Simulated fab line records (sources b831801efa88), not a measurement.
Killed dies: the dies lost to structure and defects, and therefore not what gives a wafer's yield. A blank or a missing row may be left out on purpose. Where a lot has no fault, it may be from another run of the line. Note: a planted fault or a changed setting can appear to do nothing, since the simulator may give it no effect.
One fault through the eyes of 2 desks + flow sky130 + only its own numbers are on each desk; what lay behind them is given at the end

## DESK OF THE TOOL OWNER: cvd w-02
The tool's own readings at SKY_VIA4_CVD_18 (deposits W, target thk 505 nm, time 152.14 s): means of the sampled wafers that have a number, for each lot that ran on this tool. Any lot whose mean is over 4 standard deviations away from the usual mean is out of limits and marked OUT; that distance is given in the brackets.
Columns: A = heater power w at SKY_VIA4_CVD_18, usual 870 W; B = susceptor temp C at SKY_VIA4_CVD_18, usual 399.97 C
| lot  | first seen here | A   | B                |
|------|-----------------|-----|------------------|
| L191 | day 43 04:53    | 908 | 399.90           |
| L193 | day 43 06:35    | 903 | 399.82           |
| L194 | day 43 20:32    | 704 | 399.91           |
| L197 | day 44 21:49    | 778 | 387.46 (-63) OUT |
| L199 | day 45 08:14    | 731 | 387.55 (-62) OUT |
This desk's verdict: out of limits on L197, L199, starting with L197 at day 44 21:49 (susceptor temp C at SKY_VIA4_CVD_18). Within limits: L191, L193, L194.

## METROLOGY DESK
What the gauges read for every lot (on any tool): the sampled wafers with a number, averaged. Any lot whose mean is over 4 standard deviations away from the usual mean is out of limits and marked OUT; that distance is given in the brackets.
Columns: A = cd nm at SKY_METAL4_CD_MEAS_13, usual 300.2 nm; B = VIA4_W_RS at SKY_VIA4_RS_MEAS_19, usual 0.2247 ohm/sq; C = VIA4_W_THK at SKY_VIA4_THK_MEAS_20, usual 509 nm
| lot  | first seen here | A     | B                | C             |
|------|-----------------|-------|------------------|---------------|
| L191 | day 42 02:37    | 297.2 | 0.2217           | 515           |
| L193 | day 42 04:28    | 298.7 | 0.2267           | 503           |
| L194 | day 42 19:10    | 300.7 | 0.2235           | 514           |
| L197 | day 43 21:55    | 302.6 | 0.2807 (+29) OUT | 403 (-17) OUT |
| L199 | day 44 08:04    | 300.8 | 0.2856 (+32) OUT | 397 (-18) OUT |
| L206 | day 46 10:47    | 300.4 | 0.2245           | 519           |
| L208 | day 46 14:40    | 299.0 | 0.2254           | 506           |
| L210 | day 47 04:13    | 300.8 | 0.2257           | 512           |
| L211 | day 47 09:35    | 301.1 | 0.2244           | 510           |
| L212 | day 47 22:24    | 299.2 | 0.2251           | 508           |
This desk reports L197, L199 out of limits; the earliest was L197 at day 44 21:59 (VIA4_W_RS at SKY_VIA4_RS_MEAS_19). Within limits: L191, L193, L194, L206, L208, L210, L211, L212.

## TAKEN TOGETHER
The tool owner's desk had the chance to raise an alarm at day 44 21:49 on L197, L199.
On L197, L199, the metrology desk was in a position to raise an alarm at day 44 21:59.
Of the lots named, all ran SKY_VIA4_CVD_18 on cvd w-02.

## WHAT HAD BEEN PUT IN BY THE SIMULATOR
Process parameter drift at SKY_VIA4_CVD_18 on cvd w-02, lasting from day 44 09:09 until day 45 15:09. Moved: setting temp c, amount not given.
Lots struck among those shown: L197, L199.
Hours from the fault's start to each desk's first reading out of limits: the tool owner's desk, 13; the metrology desk, 13.
